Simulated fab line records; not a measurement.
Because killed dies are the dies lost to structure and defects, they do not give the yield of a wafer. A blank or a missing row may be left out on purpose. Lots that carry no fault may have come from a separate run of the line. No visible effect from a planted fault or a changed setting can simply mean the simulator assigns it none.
fab line records -- flow gf180mcu
[record] lots = 12, wafers = 36, last-day = 34
route steps=602 shown DUAL_GATE@152 POLY_GATE@170 PSD@256
lots untouched by any fault: they come from a run of this same line in which no faults occurred
start-h: start of the lot's first displayed wafer, in hours after the record's first day -- wait-h: hours since the lot's step before -- " unchanged from the row above -- L1.1+2: several wafers, shown together as one row -- - no value, or no start was given -- * or withheld: withheld -- < > ~ a bound
route shown NAME@n: NAME is a module with steps in the file, n the number in the route of the first one -- usual: mean and standard deviation over wafers with no fault -- same: alike in all rows -- chamber/n: place in a boat -- sites: each site's reading -- _std_site: the values' standard deviation -- _edge_site: inner sites' mean taken away from outer sites' mean -- radius-mm: for every site, how far away it sits from the centre of the wafer -- mask NAME#n: copy n -- behind: the last tool/chamber to shape the wafer -- hold: reason for holding the lot/hours on hold/outcome of the hold -- device: transistor that didn't switch, given as n, p or np -- end of line: at the end of the route, the tests of the same wafers -- where a step has no rows: the recipe by itself -- killed: dies lost to structure and defects at the first sort, not the wafer's yield -- map: dies across one wafer; x = killed, . = not, _ = none there
set.NAME: the setting as run; set.NAME@STEP: as run at that earlier step -- model.NAME: the simulator's own value behind a step, which no gauge read
route steps across a sampled set of lots; one table per step, one row per wafer
services: from which hour (start-h, from the record's first day; less than 0 if before it) a tool's chamber was out of use, for how many hours, and why
[[steps]]
[step GF_DUAL_GATE_OVL_MEAS_11]
[usual] DUAL_GATE_OVL = -0.8/1.6
lot.wafer,tool,chamber,start-h,wait-h,DUAL_GATE_OVL[nm]
L112.1,overlay-02,-,182.60,0.1,-0.9
L112.2,overlay-02,-,182.60,0.1,-1.4
L112.3,overlay-02,-,182.60,0.1,-1.7
L113.2,overlay-02,-,191.33,0.1,0.2
L113.3,overlay-02,-,191.33,0.1,-0.5
L113.6,overlay-02,-,191.33,0.1,-1.1
L115.1,overlay-02,-,201.69,0.1,-0.2
L115.2,overlay-02,-,201.69,0.1,-1.3
L115.5,overlay-02,-,201.69,0.1,-1.1
L116.1,overlay-02,-,207.20,0.1,0.3
L116.3,overlay-02,-,207.20,0.1,0.4
L116.5,overlay-02,-,207.20,0.1,-1.6
L118.1,overlay-01,-,226.49,0.1,-2.6
L118.2,overlay-01,-,226.49,0.1,-3.3
L118.6,overlay-01,-,226.49,0.1,-2.5
L122.1,overlay-01,-,251.20,0.1,-2.4
L122.3,overlay-01,-,251.20,0.1,-0.8
L122.6,overlay-01,-,251.20,0.1,-1.5
L123.1,overlay-01,-,258.77,0.1,-2.0
L123.4,overlay-01,-,258.77,0.1,-2.4
L123.5,overlay-01,-,258.77,0.1,-2.4
L124.2,overlay-02,-,268.42,0.1,-0.8
L124.4,overlay-02,-,268.42,0.1,0.9
L124.6,overlay-02,-,268.42,0.1,0.6
L125.2,overlay-01,-,274.52,0.1,1.0
L125.4,overlay-01,-,274.52,0.1,0.5
L125.5,overlay-01,-,274.52,0.1,0.7
L126.1,overlay-01,-,282.15,0.1,1.7
L126.2,overlay-01,-,282.15,0.1,-1.0
L126.5,overlay-01,-,282.15,0.1,-0.6
L127.3,overlay-01,-,287.81,0.1,-1.0
L127.5,overlay-01,-,287.81,0.1,-1.3
L127.6,overlay-01,-,287.81,0.1,-2.4
L134.1,overlay-01,-,339.80,0.1,-0.6
L134.3,overlay-01,-,339.80,0.1,-0.8
L134.4,overlay-01,-,339.80,0.1,-1.2
[step GF_DUAL_GATE_STRIP_13]
[recipe] chemistry = O2/N2, power-w = 1400, pressure-mtorr = 1500, platen-temp-c = 250, o2-flow-sccm = 3000, n2-flow-sccm = 300, overash-fraction = 0.5
[usual] drypump-motor-current-A = 5.30/0.29, heater-power-w = 356/44, n2-flow-sccm = 300.0/0.91, oes-product-au = 0.716/0.0046, strip-time-to-endpoint-s = 12.63/0.034
lot.wafer,tool,chamber,start-h,wait-h,drypump-motor-current-A,heater-power-w,n2-flow-sccm,oes-product-au,rf-hours-counter-h,strip-time-to-endpoint-s
L112.1,plasma-asher-02,0,182.72,0.0,5.13,437,299.1,0.714,47,12.63
L112.2,plasma-asher-02,1,182.72,0.0,5.27,303,299.7,0.720,47,12.67
L112.3,plasma-asher-02,0,182.72,0.0,5.09,442,300.8,0.713,-,12.70
L113.2,plasma-asher-01,1,191.52,0.0,4.89,325,298.7,0.718,52,12.64
L113.3,plasma-asher-01,1,191.52,0.0,4.88,329,299.1,0.716,-,12.60
L113.6,plasma-asher-01,0,191.52,0.0,5.63,366,299.5,0.710,-,12.61
L115.1,plasma-asher-01,1,201.81,0.0,4.88,329,299.0,0.713,53,12.65
L115.2,plasma-asher-01,0,201.81,0.0,5.63,353,299.1,0.710,53,12.68
L115.5,plasma-asher-01,0,201.81,0.0,5.60,362,300.1,0.722,-,12.66
L116.1,plasma-asher-02,0,207.32,0.0,5.12,427,300.0,0.718,50,12.64
L116.3,plasma-asher-02,1,207.32,0.0,5.29,319,300.7,0.717,-,12.65
L116.5,plasma-asher-02,0,207.32,0.0,5.12,447,300.5,0.715,-,12.60
L118.1,plasma-asher-01,1,226.61,0.0,4.86,330,300.9,0.722,56,12.68
L118.2,plasma-asher-01,0,226.61,0.0,5.62,353,298.9,0.713,56,12.66
L118.6,plasma-asher-01,0,226.61,0.0,5.61,355,299.1,0.712,-,12.68
L122.1,plasma-asher-01,1,251.32,0.0,4.89,329,300.3,0.710,58,12.71
L122.3,plasma-asher-01,1,251.32,0.0,4.87,327,299.9,0.714,-,12.70
L122.6,plasma-asher-01,0,251.32,0.0,5.65,359,300.0,0.715,-,12.69
L123.1,plasma-asher-04,1,258.90,0.0,5.50,329,300.2,0.709,15,12.57
L123.4,plasma-asher-04,1,258.90,0.0,5.51,333,300.8,0.722,-,12.56
L123.5,plasma-asher-04,0,258.90,0.0,5.64,371,301.0,0.715,-,12.56
L124.2,plasma-asher-01,0,268.55,0.0,5.58,360,299.7,0.715,60,12.62
L124.4,plasma-asher-01,1,268.55,0.0,4.88,327,299.8,0.720,-,12.67
L124.6,plasma-asher-01,0,268.55,0.0,5.58,346,299.4,0.714,-,12.61
L125.2,plasma-asher-04,0,274.64,0.0,5.69,379,301.1,0.709,17,12.63
L125.4,plasma-asher-04,0,274.64,0.0,5.68,370,300.0,0.721,-,12.60
L125.5,plasma-asher-04,1,274.64,0.0,5.51,327,299.7,0.724,-,12.62
L126.1,plasma-asher-01,1,282.27,0.0,4.87,332,300.2,0.713,61,12.59
L126.2,plasma-asher-01,0,282.27,0.0,5.61,358,300.5,0.717,61,12.60
L126.5,plasma-asher-01,0,282.27,0.0,5.59,360,300.8,0.715,-,12.63
L127.3,plasma-asher-02,0,287.95,0.0,5.10,433,300.1,0.714,-,12.62
L127.5,plasma-asher-02,0,287.95,0.0,5.12,442,300.6,0.708,-,12.61
L127.6,plasma-asher-02,1,287.95,0.0,5.28,310,299.2,0.715,-,12.62
L134.1,plasma-asher-01,0,339.92,0.0,5.60,345,298.9,0.716,67,12.64
L134.3,plasma-asher-01,1,339.92,0.0,4.87,338,300.2,0.714,-,12.56
L134.4,plasma-asher-01,0,339.92,0.0,5.59,355,299.3,0.709,-,12.62
[step GF_POLY_GATE_ETCH_13]
[recipe] target = poly-Si, target-depth-nm = 198.5, stop-on = SiO2, over-etch-frac = 0.403, chemistry = HBr/Cl2, icp-w = 400, bias-w = 100, pressure-mtorr = 10, HBr_flow_sccm = 150, Cl2_flow_sccm = 50, time-s = 69.6
[usual] drypump-motor-current-A = 5.6/0.44, oes-product-au = 0.993/0.0075, over-etch-frac = 0.403/0, throttle-valve-pct = 33.685/0.01
[same] time-s = 69.6
lot.wafer,tool,chamber,start-h,wait-h,drypump-motor-current-A,oes-product-au,over-etch-frac,rf-hours-counter-h,throttle-valve-pct
L112.1,rie-si-02,1,203.23,-,5.4,1.000,0.403,4,33.688
L112.2,rie-si-02,0,203.23,-,4.9,0.986,0.403,114,33.697
L112.3,rie-si-02,3,203.23,-,6.2,0.999,0.403,62,33.692
L113.2,rie-si-01,1,213.10,-,5.8,0.995,0.403,26,33.683
L113.3,rie-si-01,0,213.10,-,5.9,1.009,0.403,0,33.669
L113.6,rie-si-01,0,213.10,-,6.0,1.000,0.403,-,33.693
L115.1,rie-si-01,1,224.45,-,5.8,0.990,0.403,26,33.688
L115.2,rie-si-01,0,224.45,-,5.9,0.983,0.403,0,33.683
L115.5,rie-si-01,2,224.45,-,5.8,1.001,0.403,-,33.684
L116.1,rie-si-01,1,227.78,-,5.8,0.984,0.403,26,33.687
L116.3,rie-si-01,0,227.78,-,6.0,0.996,0.403,0,33.685
L116.5,rie-si-01,3,227.78,-,5.2,0.994,0.403,-,33.685
L118.1,rie-si-02,2,248.30,-,6.1,0.981,0.403,0,33.676
L118.2,rie-si-02,3,248.30,-,6.2,0.996,0.403,62,33.693
L118.6,rie-si-02,1,248.30,-,5.4,0.992,0.403,-,33.705
L122.1,rie-si-02,1,274.50,-,5.4,1.006,0.403,5,33.677
L122.3,rie-si-02,0,274.50,-,4.8,0.994,0.403,0,33.686
L122.6,rie-si-02,1,274.50,-,5.4,1.005,0.403,-,33.688
L123.1,rie-si-02,2,281.22,-,6.0,0.767,1.0613,1,33.684
L123.4,rie-si-02,0,281.22,-,4.9,0.776,1.0613,0,33.681
L123.5,rie-si-02,3,281.22,-,6.2,0.760,1.0613,-,33.685
L124.2,rie-si-01,2,291.47,-,5.8,1.000,0.403,75,33.691
L124.4,rie-si-01,0,291.47,-,5.9,0.996,0.403,1,33.677
L124.6,rie-si-01,3,291.47,-,5.2,1.000,0.403,-,33.688
L125.2,rie-si-01,2,298.37,-,5.7,1.003,0.403,75,33.689
L125.4,rie-si-01,3,298.37,-,5.2,0.995,0.403,38,33.687
L125.5,rie-si-01,0,298.37,-,6.0,1.003,0.403,-,33.680
L126.1,rie-si-02,3,305.35,-,6.1,0.772,1.0613,63,33.714
L126.2,rie-si-02,1,305.35,-,5.4,0.770,1.0613,6,33.686
L126.5,rie-si-02,3,305.35,-,6.1,0.767,1.0613,-,33.667
L127.3,rie-si-02,2,311.05,-,6.1,0.768,1.0613,1,33.664
L127.5,rie-si-02,1,311.05,-,5.4,0.770,1.0613,-,33.691
L127.6,rie-si-02,2,311.05,-,6.1,0.774,1.0613,-,33.678
L134.1,rie-si-01,0,364.45,-,5.9,0.994,0.403,2,33.695
L134.3,rie-si-01,3,364.45,-,5.1,0.992,0.403,38,33.690
L134.4,rie-si-01,2,364.45,-,5.7,1.003,0.403,76,33.689
[step GF_POLY_GATE_STRIP_14]
[recipe] chemistry = O2/N2, power-w = 1400, pressure-mtorr = 1500, platen-temp-c = 250, o2-flow-sccm = 3000, n2-flow-sccm = 300, overash-fraction = 0.5
[usual] drypump-motor-current-A = 5.4/0.38, heater-power-w = 346/45, n2-flow-sccm = 299.8/0.95, oes-product-au = 0.503/0.0048
lot.wafer,tool,chamber,start-h,wait-h,drypump-motor-current-A,heater-power-w,n2-flow-sccm,oes-product-au,rf-hours-counter-h
L112.1,plasma-asher-01,1,203.28,0.0,4.9,329,300.1,0.499,54
L112.2,plasma-asher-01,0,203.28,0.0,5.6,362,300.1,0.507,54
L112.3,plasma-asher-01,1,203.28,0.0,4.9,328,299.9,0.510,-
L113.2,plasma-asher-02,0,213.16,0.0,5.1,440,300.6,0.498,51
L113.3,plasma-asher-02,0,213.16,0.0,5.1,440,298.5,0.505,-
L113.6,plasma-asher-02,1,213.16,0.0,5.3,314,300.4,0.498,-
L115.1,plasma-asher-01,0,224.50,0.0,5.6,355,300.9,0.510,55
L115.2,plasma-asher-01,1,224.50,0.0,4.9,334,300.7,0.510,55
L115.5,plasma-asher-01,0,224.50,0.0,5.6,354,300.2,0.506,-
L116.1,plasma-asher-03,0,227.83,0.0,5.4,289,301.0,0.496,49
L116.3,plasma-asher-03,0,227.83,0.0,5.4,299,302.3,0.507,-
L116.5,plasma-asher-03,0,227.83,0.0,5.4,295,299.6,0.497,-
L118.1,plasma-asher-02,0,248.36,0.0,5.1,435,301.5,0.495,54
L118.2,plasma-asher-02,1,248.36,0.0,5.3,309,300.3,0.505,54
L118.6,plasma-asher-02,0,248.36,0.0,5.1,442,301.1,0.505,-
L122.1,plasma-asher-02,0,274.56,0.0,5.1,435,299.6,0.498,57
L122.3,plasma-asher-02,0,274.56,0.0,5.1,435,300.8,0.503,-
L122.6,plasma-asher-02,0,274.56,0.0,5.1,439,299.6,0.503,-
L123.1,plasma-asher-03,1,281.28,0.0,6.1,337,298.0,0.495,55
L123.4,plasma-asher-03,1,281.28,0.0,6.0,337,299.0,0.489,-
L123.5,plasma-asher-03,0,281.28,0.0,5.4,298,297.9,0.490,-
L124.2,plasma-asher-03,1,291.53,0.0,6.1,337,298.7,0.491,56
L124.4,plasma-asher-03,1,291.53,0.0,6.1,334,300.0,0.506,-
L124.6,plasma-asher-03,0,291.53,0.0,5.4,292,299.1,0.506,-
L125.2,plasma-asher-01,0,298.43,0.0,5.6,357,299.6,0.508,63
L125.4,plasma-asher-01,1,298.43,0.0,4.9,336,300.9,0.501,-
L125.5,plasma-asher-01,0,298.43,0.0,5.6,367,298.9,0.500,-
L126.1,plasma-asher-01,1,305.41,0.0,4.9,339,299.6,0.484,64
L126.2,plasma-asher-01,0,305.41,0.0,5.6,360,298.8,0.486,64
L126.5,plasma-asher-01,1,305.41,0.0,4.9,327,297.4,0.483,-
L127.3,plasma-asher-01,1,311.14,0.1,4.9,324,300.4,0.488,-
L127.5,plasma-asher-01,1,311.14,0.1,4.9,333,299.3,0.484,-
L127.6,plasma-asher-01,0,311.14,0.1,5.6,366,301.8,0.489,-
L134.1,plasma-asher-02,1,364.51,0.0,5.3,313,299.3,0.497,66
L134.3,plasma-asher-02,1,364.51,0.0,5.3,315,301.8,0.511,-
L134.4,plasma-asher-02,0,364.51,0.0,5.1,446,298.8,0.497,-
[step GF_PSD_OVL_MEAS_08]
[usual] PSD_OVL = -0.7/1.5
lot.wafer,tool,chamber,start-h,wait-h,PSD_OVL[nm]
L112.1,overlay-02,-,323.99,0.1,-0.8
L112.2,overlay-02,-,323.99,0.1,2.4
L112.3,overlay-02,-,323.99,0.1,0.6
L113.2,overlay-01,-,335.78,0.1,-0.7
L113.3,overlay-01,-,335.78,0.1,-1.1
L113.6,overlay-01,-,335.78,0.1,-3.7
L115.1,overlay-02,-,350.66,0.1,1.4
L115.2,overlay-02,-,350.66,0.1,-1.1
L115.5,overlay-02,-,350.66,0.1,-0.3
L116.1,overlay-02,-,356.47,0.1,-0.6
L116.3,overlay-02,-,356.47,0.1,-0.1
L116.5,overlay-02,-,356.47,0.1,0.7
L118.1,overlay-01,-,375.76,0.1,0.2
L118.2,overlay-01,-,375.76,0.1,2.2
L118.6,overlay-01,-,375.76,0.1,1.0
L122.1,overlay-02,-,409.21,0.1,-0.9
L122.3,overlay-02,-,409.21,0.1,0.2
L122.6,overlay-02,-,409.21,0.1,-1.1
L123.1,overlay-02,-,414.34,0.1,0.6
L123.4,overlay-02,-,414.34,0.1,0.6
L123.5,overlay-02,-,414.34,0.1,-1.0
L124.2,overlay-02,-,432.29,0.1,-1.6
L124.4,overlay-02,-,432.29,0.1,0.5
L124.6,overlay-02,-,432.29,0.1,-1.0
L125.2,overlay-01,-,438.48,0.1,-1.7
L125.4,overlay-01,-,438.48,0.1,-1.1
L125.5,overlay-01,-,438.48,0.1,-2.9
L126.1,overlay-01,-,447.89,0.1,-0.6
L126.2,overlay-01,-,447.89,0.1,1.2
L126.5,overlay-01,-,447.89,0.1,-2.1
L127.3,overlay-02,-,451.03,0.1,-1.2
L127.5,overlay-02,-,451.03,0.1,-2.4
L127.6,overlay-02,-,451.03,0.1,-3.3
L134.1,overlay-02,-,514.26,0.1,-1.4
L134.3,overlay-02,-,514.26,0.1,-0.2
L134.4,overlay-02,-,514.26,0.1,-1.3
[[services]]
tool,chamber,start-h,hours,kind
plasma-asher-01,-,165.16,21.0,repair
rie-si-01,0,190.35,-,clean
rie-si-01,0,190.35,14.4,scheduled-down
rie-si-01,0,190.35,14.4,vent-cycle
rie-si-02,2,192.65,1.1,repair
rie-si-02,2,193.72,-,clean
rie-si-02,2,193.72,15.4,scheduled-down
rie-si-02,2,193.72,15.4,vent-cycle
rie-si-01,3,198.91,12.1,repair
plasma-asher-01,-,206.98,2.8,pm
rie-si-02,3,231.71,1.3,repair
plasma-asher-01,-,233.93,1.1,repair
rie-si-02,0,241.28,-,clean
rie-si-02,0,241.28,24.3,scheduled-down
rie-si-02,0,241.28,24.3,vent-cycle
rie-si-01,2,279.23,1.5,repair
rie-si-02,0,304.01,2.4,repair
rie-si-02,2,337.62,8.2,repair
plasma-asher-04,-,351.72,2.8,pm
[[key]]
[first-sign] step = GF_POLY_GATE_ETCH_13, reading = over-etch-frac, direction = up, sigmas = 99+, usual = 0.403, struck = 1.0613
[effect] step = GF_POLY_GATE_ETCH_13, reading = oes-product-au, direction = down, sigmas = 30, usual = 0.993, struck = 0.769
[effect] step = GF_POLY_GATE_STRIP_14, reading = oes-product-au, direction = down, sigmas = 3.2, usual = 0.503, struck = 0.488
met-at GF_POLY_GATE_ETCH_13
struck-lots L123,L126,L127
tester-left-out L123,L126,L127
not-acting-at GF_DUAL_GATE_OVL_MEAS_11,GF_DUAL_GATE_STRIP_13,GF_PSD_OVL_MEAS_08
onset-between 274.50 281.22
[fault] kind = process-parameter-drift, tool = rie-si-02, chamber = -, onset-h = 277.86, steps = GF_POLY_GATE_ETCH_13, channel = over-etch-frac, offset = 0.65829, shape = step, end-h = 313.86, stated = 0.403
// tester-left-out: of these lots the tester's yield and bins aren't shown, on N5 and GAA mostly nor the transistor test; their killed dies are dies lost to structure and defects alone, not to doping, threshold or leakage, so they don't give the yield
